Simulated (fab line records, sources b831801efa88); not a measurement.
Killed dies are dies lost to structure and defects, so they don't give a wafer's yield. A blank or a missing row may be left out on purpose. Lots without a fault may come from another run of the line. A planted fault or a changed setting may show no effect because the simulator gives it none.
Problem report in the 8D (eight disciplines) form, filled by code | flow gf180mcu | the parts of the form that need people (team, actions taken, sign-off) are left out

1. THE PROBLEM
rf_fwd_power_W at GF_TOP_METAL_METAL_ETCH_16 reads a mean of 926.6 W on 3 wafers of 2 lots; wafers without a fault read 797.3 W with a standard deviation of 2.6. That is +50 standard deviations from the usual mean.
The step: etches the open film in Cl2/BCl3, stops on SiO2, target depth 1197 nm, time 199.5 s.
First seen on wafer L243.2, day 33 07:34, on rie_metal-01. The record holds 33 wafers of 11 lots with a number at this step. Rule for "out", or "out of limits": more than 4 standard deviations from the usual mean. The other wafers with a number count as sound.

2. WHAT IT IS AND WHAT IT IS NOT
question                    | is                     | is not
which readings at this step | rf_fwd_power_W         | drypump_motor_current_A, mfc_cl2_sccm, oes_product_au, throttle_valve_pct
which lots                  | L243, L244             | L226, L228, L229, L230, L232, L234, L235, L245, L248
which wafers of those lots  | L243.2, L243.4, L244.6 | L243.3, L244.3, L244.5
read on which tools         | rie_metal-01           | rie_metal-02, rie_metal-04
when                        | from day 33 07:34      | up to then (22 sound wafers); but 8 sound wafers of L244, L245, L248 came after

3. SUSPECTS, AND WHAT RULES EACH OUT
Counting: a tool at a process step up to the reading stays a suspect if it ran every lot that is out. Sound lots after the first of them don't rule it out here, since some wafers of a struck lot are sound.
- rie_metal-01 at GF_TOP_METAL_METAL_ETCH_16 (etches the open film in Cl2/BCl3, stops on SiO2, target depth 1197 nm, time 199.5 s): kept. It ran every lot that is out, first L243 (day 33 07:34); its last sound lot up to then is L235 (day 31 03:35). Its own readings are out on those wafers: rf_fwd_power_W.
- Within rie_metal-01 at GF_TOP_METAL_METAL_ETCH_16: the wafers that are out ran in chamber 0; their sound lot-mates ran in chamber 1.
Left after counting: rie_metal-01 at GF_TOP_METAL_METAL_ETCH_16.

4. THE CAUSE (what the simulator had put in)
Process parameter drift: rie_metal-01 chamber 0, from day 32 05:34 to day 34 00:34, at GF_TOP_METAL_METAL_ETCH_16. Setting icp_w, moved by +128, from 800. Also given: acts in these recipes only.
Counting left only this tool.

5. THE CHAIN OF EFFECTS, in route order
Each row: a reading whose mean over the struck wafers that have a number lies more than 3 standard deviations from the usual. Only readings for which the record gives a usual standard deviation are gone through. hours: the time from each lot's start at the first step in this table that gives one to its start at this step, as a median over the lots. sigmas: the change in usual standard deviations.
hours | step                       | reading                  | usual   | on struck wafers | change | sigmas
0     | GF_TOP_METAL_METAL_ETCH_16 | rf_fwd_power_W           | 797.3 W | 926.6            | +129.3 | +50
0     | GF_TOP_METAL_STRIP_17      | strip_time_to_endpoint_s | 12.89 s | 12.25            | -0.64  | -7.2
The process steps in it:
- GF_TOP_METAL_METAL_ETCH_16: etches the open film in Cl2/BCl3, stops on SiO2, target depth 1197 nm, time 199.5 s.
- GF_TOP_METAL_STRIP_17: strips in O2/N2.

6. WHAT WOULD HAVE CAUGHT IT SOONER
In this record the first reading out of limits was taken at day 33 07:34, 26 hours after the fault began at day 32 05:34.
